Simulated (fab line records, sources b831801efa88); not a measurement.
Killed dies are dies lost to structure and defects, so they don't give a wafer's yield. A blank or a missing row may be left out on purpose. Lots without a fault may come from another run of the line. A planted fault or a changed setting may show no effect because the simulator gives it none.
Which tool did it? | flow gf180mcu | 24 lots, 72 wafers sampled, at 1 step of a route of 602

WHAT THE GAUGES READ, wafer by wafer
GF_SALICIDE_RS_MEAS_04: measures by four-point-probe. Usual: SALICIDE_TIN_RS 16.3 ohm/sq, standard deviation 0.31.
lot  | measured     | on            | SALICIDE_TIN_RS (ohm/sq) | flag
L074 | day 15 02:35 | film_metro-03 | 16.6 16.5 16.5           |
L075 | day 15 16:33 | film_metro-02 | 15.9 16.1 16.4           |
L076 | day 15 22:10 | film_metro-01 | 16.3 16.1 16.3           |
L077 | day 16 06:40 | film_metro-03 | 16.8 16.4 16.7           |
L078 | day 16 20:34 | film_metro-01 | 16.8 16.5 16.3           |
L079 | day 17 04:47 | film_metro-02 | 16.0 16.1 16.2           |
L080 | day 17 11:41 | film_metro-02 | 16.0 16.1 16.4           |
L081 | day 17 19:25 | film_metro-02 | 17.1 16.9 16.8           |
L082 | day 18 06:19 | film_metro-01 | 16.0 16.0 16.3           |
L083 | day 18 14:59 | film_metro-02 | 16.4 16.5 16.4           |
L084 | day 19 01:35 | film_metro-01 | 15.9 16.1 16.0           |
L085 | day 19 06:05 | film_metro-01 | 16.4 16.7 16.5           |
L086 | day 19 17:53 | film_metro-02 | 16.1 16.1 16.0           |
L087 | day 19 23:56 | film_metro-01 | 16.0 16.1 16.0           |
L088 | day 20 06:27 | film_metro-02 | 16.3 16.0 16.3           |
L089 | day 20 17:53 | film_metro-02 | 16.2 16.5 16.1           |
L090 | day 21 05:50 | film_metro-03 | 16.0 16.4 15.9           |
L091 | day 21 17:01 | film_metro-02 | 16.1 16.1 15.9           |
L092 | day 22 03:32 | film_metro-02 | 15.9 16.3 16.4           |
L093 | day 22 11:44 | film_metro-02 | 16.1 15.8 16.0           |
L094 | day 22 12:21 | film_metro-02 | 16.1 16.5 16.5           |
L095 | day 22 23:06 | film_metro-01 | 16.0 16.0 16.0           |
L096 | day 23 04:02 | film_metro-03 | 16.1 16.5 16.5           |
L097 | day 23 16:47 | film_metro-01 | 15.5 15.8 15.7           |

WHICH TOOL RAN EACH LOT (tool, then ch and the chambers of the sampled wafers, then the start)
The record holds no process step before these readings.

WHAT THE TOOLS THEMSELVES READ (means of the sampled wafers that have a number; where no wafer has one, the mark that the record gives instead)
The record holds no such reading with a usual standard deviation.

THE ANSWER, worked out from the rows above alone
Rule: a lot is off if the mean of its wafers that have a number lies more than 3 standard deviations from the usual mean. A lot without any number at a reading at which 4 lots or more have one is off too. The other lots that the step has rows for count as sound. The gauges are gone through in route order, then the tools' own readings, and for those a lot's mean is taken as printed above. The first step at which some lot is off is used, and at that step the reading that is off furthest; a lot without a number counts as furthest.
No lot is off at any reading shown: from this, nothing can be told.

WHAT THE SIMULATOR HAD PUT IN
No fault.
